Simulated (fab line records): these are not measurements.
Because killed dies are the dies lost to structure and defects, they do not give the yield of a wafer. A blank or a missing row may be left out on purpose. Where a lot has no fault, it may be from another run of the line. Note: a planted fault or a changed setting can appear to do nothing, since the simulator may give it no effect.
Which tool did it?	flow gf180mcu	36 wafers from 12 lots sampled at 3 of the route's 602 steps

== WHAT THE GAUGES READ, wafer by wafer ==
GF_V5_RS_MEAS_24: measurement is done with a four-point probe. Usual: V5_W_RS gives 0.327 ohm/sq (standard deviation 0.0032).
lot	measured	on	V5_W_RS (ohm/sq)	flag
L120	day 27 20:48	film_metro-03	0.325 0.323 0.321	
L121	day 28 01:27	film_metro-04	0.326 0.327 0.322	
L122	day 28 05:50	film_metro-01	0.329 0.323 0.328	
L123	day 28 12:23	film_metro-01	0.333 0.327 0.328	
L124	day 29 05:21	film_metro-01	0.326 0.334 0.328	
L125	day 29 15:01	film_metro-01	0.332 0.334 0.335	
L126	day 29 15:42	film_metro-04	0.325 0.325 0.322	
L127	day 29 18:32	film_metro-04	0.329 0.327 0.326	
L136	day 32 15:46	film_metro-01	0.327 0.328 0.329	
L138	day 32 22:04	film_metro-03	0.333 0.333 0.326	
L137	day 32 17:35	film_metro-03	0.325 0.326 0.326	
L139	day 33 03:03	film_metro-03	0.332 0.328 0.331	

GF_TOP_METAL_THK_MEAS_06: measures by xrf. Usual: TOP_METAL_ALCU_THK gives 920 nm (standard deviation 12).
lot	measured	on	TOP_METAL_ALCU_THK (nm)	flag
L120	day 27 21:37	film_metro-03	925 924 917	
L121	day 28 02:16	film_metro-03	903 909 912	
L122	day 28 06:39	film_metro-02	908 918 900	
L123	day 28 13:12	film_metro-04	912 922 907	
L124	day 29 06:09	film_metro-04	929 931 937	
L125	day 29 15:49	film_metro-03	908 922 910	
L126	day 29 16:31	film_metro-02	923 930 941	
L127	day 29 19:22	film_metro-04	930 916 934	
L136	day 32 16:35	film_metro-03	910 902 904	
L138	day 32 22:53	film_metro-04	951 942 947	
L137	day 32 18:23	film_metro-04	928 932 936	
L139	day 33 03:52	film_metro-03	919 922 898	

== EACH LOT AND THE TOOL THAT RAN IT (in order: tool; ch and the chambers of the sampled wafers; start) ==
lot	GF_V2_CMP_26
L120	cmp-02 ch 0,1,3, day 21 00:55
L121	cmp-01 ch 2,3, day 21 06:43
L122	cmp-02 ch 0,1,3, day 21 13:54
L123	cmp-01 ch 2,3, day 21 19:24
L124	cmp-02 ch 2,3, day 22 16:29
L125	cmp-01 ch 0,2,3, day 23 03:55
L126	cmp-01 ch 1,3, day 23 04:26
L127	cmp-02 ch 0,1, day 23 06:58
L136	cmp-02 ch 0,2,3, day 26 21:25
L138	cmp-01 ch 0,1,2, day 27 02:53
L137	cmp-02 ch 0,1,2, day 27 03:04
L139	cmp-01 ch 0,1,2, day 27 11:08
- GF_V2_CMP_26: polishes, stops on SiO2, t overpolish 15 s, target thk 0 nm.

== AS READ BY THE TOOLS THEMSELVES (means over the sampled wafers that have a number; for cases with no such wafer, the mark the record gives instead) ==
GF_V2_CMP_26. Usual: motor_current_A 11.3 A, standard deviation 1.3; overpolish_run_s 15.000 s, standard deviation 0.0077; time_to_endpoint_s 85 s, standard deviation 4.3.
lot	tool	motor_current_A (A)	overpolish_run_s (s)	time_to_endpoint_s (s)	flag
L120	cmp-02	10.9	15.009	81	
L121	cmp-01	10.8	15.002	88	
L122	cmp-02	10.2	15.001	83	
L123	cmp-01	10.3	15.004	88	
L124	cmp-02	12.1	14.995	86	
L125	cmp-01	11.2	14.999	87	
L126	cmp-01	11.0	15.008	88	
L127	cmp-02	11.0	14.995	75	
L136	cmp-02	11.9	14.993	86	
L138	cmp-01	11.8	15.003	89	
L137	cmp-02	11.6	15.002	82	
L139	cmp-01	11.2	14.994	86	

== THE ANSWER, worked out from the rows above alone ==
Rule: a lot is off if the mean of its wafers that have a number lies more than 3 standard deviations from the usual mean. Also off: a lot with no number at a reading for which 4 or more lots have one. Any other lot the step has rows for is counted as sound. First the gauges in route order, then the tools' own readings, where a lot's mean is used as printed above. At the first step where some lot is off, the reading lying furthest off is the one used; lots without a number count as furthest.
None of the lots is off at any reading shown; this tells nothing.

== WHAT THE SIMULATOR PUT IN ==
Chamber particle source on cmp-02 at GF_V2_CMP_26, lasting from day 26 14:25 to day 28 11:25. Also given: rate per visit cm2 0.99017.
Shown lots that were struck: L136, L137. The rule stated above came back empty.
